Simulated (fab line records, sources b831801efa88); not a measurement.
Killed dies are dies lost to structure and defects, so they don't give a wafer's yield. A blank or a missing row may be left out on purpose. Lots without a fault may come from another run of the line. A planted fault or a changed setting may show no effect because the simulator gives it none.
Problem report in the 8D (eight disciplines) form, filled by code | flow gf180mcu | the parts of the form that need people (team, actions taken, sign-off) are left out

1. THE PROBLEM
zone_power_upper_pct at GF_DUAL_GATE_OXIDATION_15 reads a mean of 19.79 % on 9 wafers of 3 lots; wafers without a fault read 14.90 % with a standard deviation of 0.16. That is +31 standard deviations from the usual mean.
The step: stabilise 600 s, purge 300 s, target thk 7.098 nm.
First seen on wafer L879.1, day 10 05:58, on furnace-01. The record holds 39 wafers of 13 lots with a number at this step. Rule for "out", or "out of limits": more than 4 standard deviations from the usual mean. The other wafers with a number count as sound.

2. WHAT IT IS AND WHAT IT IS NOT
question                    | is                                                                                   | is not
which readings at this step | zone_power_upper_pct, spike_tc_centre_C, zone_power_centre_pct, zone_power_lower_pct | spike_tc_top_C
which lots                  | L879, L880, L881                                                                     | L872, L873, L875, L877, L887, L889, L890, L891, L893, L895
which wafers of those lots  | all that have a number                                                               | -
read on which tools         | furnace-01                                                                           | furnace-02
when                        | from day 10 05:58                                                                    | up to then (12 sound wafers); but 18 sound wafers of L887, L889, L890, L891, L893, L895 came after

3. SUSPECTS, AND WHAT RULES EACH OUT
Counting: a tool at a process step up to the reading stays a suspect if it ran every lot that is out and no sound lot after the first of them.
- furnace-01 at GF_DUAL_GATE_OXIDATION_15 (stabilise 600 s, purge 300 s, target thk 7.098 nm): ruled out as a lasting fault. Sound lots L890, L895 ran on it after its first lot that is out, L879 (day 10 05:58).
Left after counting: nothing in the record.

4. THE CAUSE (what the simulator had put in)
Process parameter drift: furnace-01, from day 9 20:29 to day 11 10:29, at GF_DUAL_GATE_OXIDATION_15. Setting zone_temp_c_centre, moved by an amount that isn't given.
Counting ruled it out, wrongly.

5. THE CHAIN OF EFFECTS, in route order
Each row: a reading whose mean over the struck wafers that have a number lies more than 3 standard deviations from the usual. Only readings for which the record gives a usual standard deviation are gone through. hours: the time from each lot's start at the first step in this table that gives one to its start at this step, as a median over the lots. sigmas: the change in usual standard deviations.
hours | step                      | reading               | usual   | on struck wafers | change | sigmas
0     | GF_DUAL_GATE_OXIDATION_15 | spike_tc_centre_C     | 849.9 C | 818.9            | -31.0  | -31
0     | GF_DUAL_GATE_OXIDATION_15 | spike_tc_lower_C      | 850.0 C | 854.8            | +4.8   | +4.4
0     | GF_DUAL_GATE_OXIDATION_15 | spike_tc_upper_C      | 849.8 C | 854.3            | +4.5   | +4.7
0     | GF_DUAL_GATE_OXIDATION_15 | zone_power_centre_pct | 17.8 %  | 6.9              | -10.9  | -23
0     | GF_DUAL_GATE_OXIDATION_15 | zone_power_lower_pct  | 16.5 %  | 23.1             | +6.6   | +7.6
0     | GF_DUAL_GATE_OXIDATION_15 | zone_power_upper_pct  | 14.90 % | 19.79            | +4.89  | +31
The process steps in it:
- GF_DUAL_GATE_OXIDATION_15: stabilise 600 s, purge 300 s, target thk 7.098 nm.
Later measuring or inspecting steps at which every struck wafer that the step has a row for has a number for every such reading, and none has moved that far: GF_M1_CD_MEAS_14.

6. WHAT WOULD HAVE CAUGHT IT SOONER
In this record the first reading out of limits was taken at day 10 05:58, 9 hours after the fault began at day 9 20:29.
